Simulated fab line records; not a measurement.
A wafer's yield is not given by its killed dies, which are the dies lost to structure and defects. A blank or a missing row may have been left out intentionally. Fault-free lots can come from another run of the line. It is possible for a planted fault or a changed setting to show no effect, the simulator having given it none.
Comparing a struck lot with a sound one + flow sky130 + 20 steps out of a route of 708
Sound: these wafers, L951.2, L951.4, L951.6. The struck wafers were L949.2, L949.3, L949.6. The cause is given at the end.
Each step with rows lists, per side, the tool, then ch with its chambers, then its first start. Under that, the readings that differ: sound wafers + struck wafers + difference of the means + sigmas: that difference in standard deviations of wafers without a fault.
alike: words and numbers the same on both sides, and readings whose means are apart by under 2 such deviations; not compared: readings that were withheld, readings missing a value for some wafer, numbers with overlapping values and no deviation given by the record, and bounds like >300 which may hide the same value.
Wherever a step has rows on one side only, a row that says differs or no value, or a row with sigmas, the two part there. Numbers that don't overlap but have no deviation are shown without sigmas and don't part them. A reading that every wafer of one side lacks parts them only if that side has two wafers or more.

first, 1 step without rows for these wafers: SKY_SONOS_ONO_DEVELOP_12 (develop time 60 s).
SKY_SONOS_ONO_CD_MEAS_13 targets a cd of 410 nm.
  sound on cdSem-01 at day 15 09:29; struck on cdSem-02 at day 14 20:05
  alike: cdNm
SKY_SONOS_ONO_OVL_MEAS_14:
  sound on overlay-02 at day 15 09:35; struck on overlay-02 at day 14 20:11
  alike: SONOS_ONO_OVL
SKY_SONOS_ONO_ETCH_15: etches the open film in CHF3/O2, target depth 19.52 nm, time 7.8 s.
  sound on rieDiel-04 ch 0,1,3, day 15 09:37; struck on rieDiel-03 ch 0,3, day 14 20:13
  alike: drypumpMotorCurrentA, oesProductAu, throttleValvePct
  not compared: rfHoursCounterH
then, 1 step without rows for these wafers: SKY_SONOS_ONO_WET_ETCH_16 (etches SiO2 in dHF, target depth 14 nm, time 280 s).
SKY_SONOS_ONO_STRIP_17: strips in O2/N2.
  sound on plasmaAsher-03 ch 0,1, day 15 09:44; struck on plasmaAsher-04 ch 0,1, day 14 20:19
  alike: drypumpMotorCurrentA, oesProductAu, stripTimeToEndpointS
  not compared: rfHoursCounterH
then, 3 steps without rows for these wafers: SKY_SONOS_ONO_WET_ETCH_18 (etches Si3N4 in H3PO4, target depth 15 nm, time 172 s); SKY_GATE_OXIDE_CLEAN_00 (cleans in SC1/SC2, time 150 s); SKY_GATE_OXIDE_OXIDATION_01 (stabilise 600 s, purge 300 s, target thk 10.268 nm).
SKY_GATE_OXIDE_THK_MEAS_02:
  sound on filmMetro-02 at day 15 14:50; struck on filmMetro-02 at day 15 00:22
  alike: GATE_OXIDE_OXIDATION_00_THK
then, 2 steps without rows for these wafers: SKY_GATE_OXIDE_DEHYDRATE_03 (time 60 s); SKY_GATE_OXIDE_HMDS_04 (prime time 60 s).
SKY_GATE_OXIDE_COAT_05: resist thk 1140 nm.
  struck on lithoTrack-01, day 15 12:01; sound on lithoTrack-03 ch 0, day 16 04:43
  no value came back on the struck wafers for chillPlateTempC (C), dispensePressureKPa (kPa); on the sound wafers chillPlateTempC (C) reads 22.99 22.98 23.13
then, 4 steps without rows for these wafers: SKY_GATE_OXIDE_SOFTBAKE_06 (time 60 s); SKY_GATE_OXIDE_EXPOSE_07 (exposes mask LVOM, target cd 600 nm); SKY_GATE_OXIDE_PEB_08; SKY_GATE_OXIDE_DEVELOP_09 (develop time 60 s).
SKY_GATE_OXIDE_OVL_MEAS_10:
  sound on overlay-01 at day 16 18:38; struck on overlay-02 at day 16 02:41
| reading             | sound       | struck | difference                    | sigmas |
|---------------------|-------------|--------|-------------------------------|--------|
| GATE_OXIDE_OVL (nm) | 2.6 2.2 1.3 | - - -  | no value on the struck wafers |        |
following that, these wafers have no rows for 1 step: SKY_GATE_OXIDE_IMPLANT_11.
-- here the record skips 32 days between the struck wafers' starts before and after, leaving off in module GATE_OXIDE and picking up in module PAD_OPEN (first step shown: number 708 of the route) --
SKY_PAD_OPEN_PROBE_99:
  the record has rows for the struck wafers here (prober-01, day 47 16:40) and none for the sound ones

WHERE THEY PART
Earliest at SKY_GATE_OXIDE_COAT_05; latest, in this record, at SKY_PAD_OPEN_PROBE_99.

WHY: the cause the simulator had injected
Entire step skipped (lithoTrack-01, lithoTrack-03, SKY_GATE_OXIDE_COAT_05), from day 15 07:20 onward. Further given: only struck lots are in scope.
